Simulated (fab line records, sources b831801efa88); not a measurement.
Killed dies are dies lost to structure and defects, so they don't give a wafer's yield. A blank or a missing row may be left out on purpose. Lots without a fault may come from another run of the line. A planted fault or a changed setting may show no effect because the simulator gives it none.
Which tool did it? | flow sfq_line | 15 lots, 45 wafers sampled, at 3 steps of a route of 325

WHAT THE GAUGES READ, wafer by wafer
The record holds no reading of a measuring or inspecting step that can be judged against a usual standard deviation.

WHICH TOOL RAN EACH LOT (tool, then ch and the chambers of the sampled wafers, then the start)
lot  | SFQ_TRILAYER_M1_BARC_OPEN_METAL_ETCH_054 | SFQ_TRILAYER_M1_ETCH_METAL_ETCH_042 | SFQ_TRILAYER_I1_VIA_LITHO_EXPOSE_050
L573 | rie_metal-03 ch 0,1, day 13 09:32        | rie_metal-03 ch 0,1, day 13 09:37   | krf_scanner-02 ch 0, day 16 21:40
L576 | rie_metal-03 ch 0,1, day 14 03:37        | rie_metal-03 ch 0,1, day 14 03:40   | krf_scanner-02 ch 0, day 17 23:46
L578 | rie_metal-03 ch 0,1, day 14 14:25        | rie_metal-03 ch 0,1, day 14 14:28   | krf_scanner-02 ch 0, day 18 15:07
L581 | rie_metal-02 ch 0,1, day 15 08:25        | rie_metal-02 ch 0,1, day 15 08:28   | krf_scanner-02, day 19 10:07
L582 | rie_metal-04 ch 1, day 16 04:49          | rie_metal-04 ch 1, day 16 04:52     | krf_scanner-02, day 20 07:43
L583 | rie_metal-03 ch 0,1, day 16 19:13        | rie_metal-03 ch 0,1, day 16 19:16   | krf_scanner-02, day 20 22:07
L585 | rie_metal-04 ch 0,1, day 17 11:59        | rie_metal-04 ch 0,1, day 17 12:03   | krf_scanner-02 ch 0, day 21 11:19
L586 | rie_metal-04 ch 0,1, day 18 03:43        | rie_metal-04 ch 0,1, day 18 03:47   | krf_scanner-02 ch 0, day 22 06:43
L587 | rie_metal-02 ch 1, day 18 11:40          | rie_metal-02 ch 1, day 18 11:48     | krf_scanner-02 ch 0, day 22 22:16
L588 | rie_metal-03 ch 0,1, day 18 14:02        | rie_metal-03 ch 0,1, day 18 14:06   | krf_scanner-02 ch 0, day 23 01:40
L590 | rie_metal-02 ch 0,1, day 19 02:02        | rie_metal-02 ch 0,1, day 19 02:06   | krf_scanner-02 ch 0, day 23 12:50
L592 | rie_metal-04 ch 0,1, day 19 17:38        | rie_metal-04 ch 0,1, day 19 17:42   | krf_scanner-02 ch 0, day 24 07:02
L593 | rie_metal-04 ch 0,1, day 20 04:26        | rie_metal-04 ch 0,1, day 20 04:30   | krf_scanner-02 ch 0, day 24 17:26
L595 | rie_metal-04 ch 0,1, day 21 03:14        | rie_metal-04 ch 0,1, day 21 03:18   | krf_scanner-02 ch 0, day 25 19:29
L596 | rie_metal-04 ch 0,1, day 21 17:38        | rie_metal-04 ch 0,1, day 21 17:42   | krf_scanner-02 ch 0, no start
- SFQ_TRILAYER_M1_BARC_OPEN_METAL_ETCH_054: etches BARC in O2, target depth 125 nm, time 41.7 s.
- SFQ_TRILAYER_M1_ETCH_METAL_ETCH_042: etches Nb in Cl2/Ar, stops on SiO2, target depth 240 nm, time 120 s.
- SFQ_TRILAYER_I1_VIA_LITHO_EXPOSE_050: exposes mask I1, target cd 500 nm.

WHAT THE TOOLS THEMSELVES READ (means of the sampled wafers that have a number; where no wafer has one, the mark that the record gives instead)
SFQ_TRILAYER_M1_BARC_OPEN_METAL_ETCH_054.
lot  | tool         | bias_w (W) | chamber_pressure_mTorr (mTorr) | drypump_motor_current_A (A) | oes_product_au (a.u.)
L573 | rie_metal-03 | 79.90      | 9.994                          | 5.9                         | 0.684
L576 | rie_metal-03 | 79.95      | 10.004                         | 5.8                         | 0.681
L578 | rie_metal-03 | 79.83      | 10.002                         | 5.9                         | 0.680
L581 | rie_metal-02 | -          | -                              | -                           | -
L582 | rie_metal-04 | -          | -                              | -                           | -
L583 | rie_metal-03 | -          | -                              | -                           | -
L585 | rie_metal-04 | 80.03      | 9.992                          | 6.0                         | 0.688
L586 | rie_metal-04 | 79.91      | 10.000                         | 5.8                         | 0.687
L587 | rie_metal-02 | 80.42      | 9.997                          | 6.2                         | 0.689
L588 | rie_metal-03 | 80.32      | 10.005                         | 5.9                         | 0.683
L590 | rie_metal-02 | 79.89      | 10.002                         | 6.0                         | 0.680
L592 | rie_metal-04 | 80.03      | 10.002                         | 5.7                         | 0.684
L593 | rie_metal-04 | 79.99      | 9.993                          | 5.7                         | 0.682
L595 | rie_metal-04 | 79.99      | 10.000                         | 6.1                         | 0.686
L596 | rie_metal-04 | 80.11      | 10.002                         | 6.1                         | 0.685

SFQ_TRILAYER_M1_ETCH_METAL_ETCH_042.
lot  | tool         | bias_w (W) | chamber_pressure_mTorr (mTorr) | drypump_motor_current_A (A) | oes_product_au (a.u.)
L573 | rie_metal-03 | 79.90      | 9.993                          | 6.0                         | 0.902
L576 | rie_metal-03 | 79.70      | 10.003                         | 5.9                         | 0.899
L578 | rie_metal-03 | 80.02      | 10.000                         | 5.9                         | 0.898
L581 | rie_metal-02 | 80.35      | 10.006                         | 5.8                         | 0.377
L582 | rie_metal-04 | 80.17      | 9.999                          | 5.4                         | 0.376
L583 | rie_metal-03 | 80.02      | 10.003                         | 5.9                         | 0.372
L585 | rie_metal-04 | 80.06      | 9.995                          | 6.0                         | 0.902
L586 | rie_metal-04 | 79.96      | 9.998                          | 5.7                         | 0.893
L587 | rie_metal-02 | 79.97      | 10.006                         | 6.2                         | 0.896
L588 | rie_metal-03 | 80.08      | 10.003                         | 5.9                         | 0.905
L590 | rie_metal-02 | 79.72      | 9.997                          | 6.0                         | 0.884
L592 | rie_metal-04 | 79.95      | 10.007                         | 5.7                         | 0.898
L593 | rie_metal-04 | 80.19      | 10.003                         | 5.8                         | 0.883
L595 | rie_metal-04 | 79.69      | 10.003                         | 6.1                         | 0.899
L596 | rie_metal-04 | 79.99      | 10.004                         | 6.1                         | 0.900

SFQ_TRILAYER_I1_VIA_LITHO_EXPOSE_050.
lot  | tool           | exposure_dose_mJ_cm2 | focus_offset_nm (nm)
L573 | krf_scanner-02 | 21.306               | 0.6
L576 | krf_scanner-02 | 21.258               | 0.5
L578 | krf_scanner-02 | 21.303               | 0.2
L581 | krf_scanner-02 | -                    | -
L582 | krf_scanner-02 | -                    | -
L583 | krf_scanner-02 | -                    | -
L585 | krf_scanner-02 | 21.288               | 0.4
L586 | krf_scanner-02 | 21.292               | 0.2
L587 | krf_scanner-02 | 21.277               | 0.5
L588 | krf_scanner-02 | 21.310               | 0.0
L590 | krf_scanner-02 | 21.308               | 0.3
L592 | krf_scanner-02 | 21.299               | -0.7
L593 | krf_scanner-02 | 21.303               | 0.1
L595 | krf_scanner-02 | 21.267               | 0.7
L596 | krf_scanner-02 | 21.282               | 0.5

THE ANSWER, worked out from the rows above alone
Rule: what is usual is taken from the lots themselves. Put in order of their means at a reading, lots are off if they are a third of the lots or fewer, leave a main group of 4 or more, and stand apart from it by a gap of 3 or more times the standard deviation of the main group's means; of several such gaps the widest counts. A main group whose means are all the same, to the digits that the tables above print for the reading, isn't used. A lot without any number at a reading at which 4 lots or more have one is off too. The other lots that the step has rows for count as sound. The gauges are gone through in route order, then the tools' own readings, and for those a lot's mean is taken as printed above. The first step at which some lot is off is used, and at that step the reading that is off furthest; a lot without a number counts as furthest.
Off: L581, L582, L583, at SFQ_TRILAYER_M1_BARC_OPEN_METAL_ETCH_054 (bias_w). Without a number there: L581, L582, L583. The main group: mean 80.03 W, standard deviation 0.17.
A tool fits if, at that step or a process step before it, it ran every lot that is off, and no sound lot after the first of them. None of those tried fits.

WHAT THE SIMULATOR HAD PUT IN
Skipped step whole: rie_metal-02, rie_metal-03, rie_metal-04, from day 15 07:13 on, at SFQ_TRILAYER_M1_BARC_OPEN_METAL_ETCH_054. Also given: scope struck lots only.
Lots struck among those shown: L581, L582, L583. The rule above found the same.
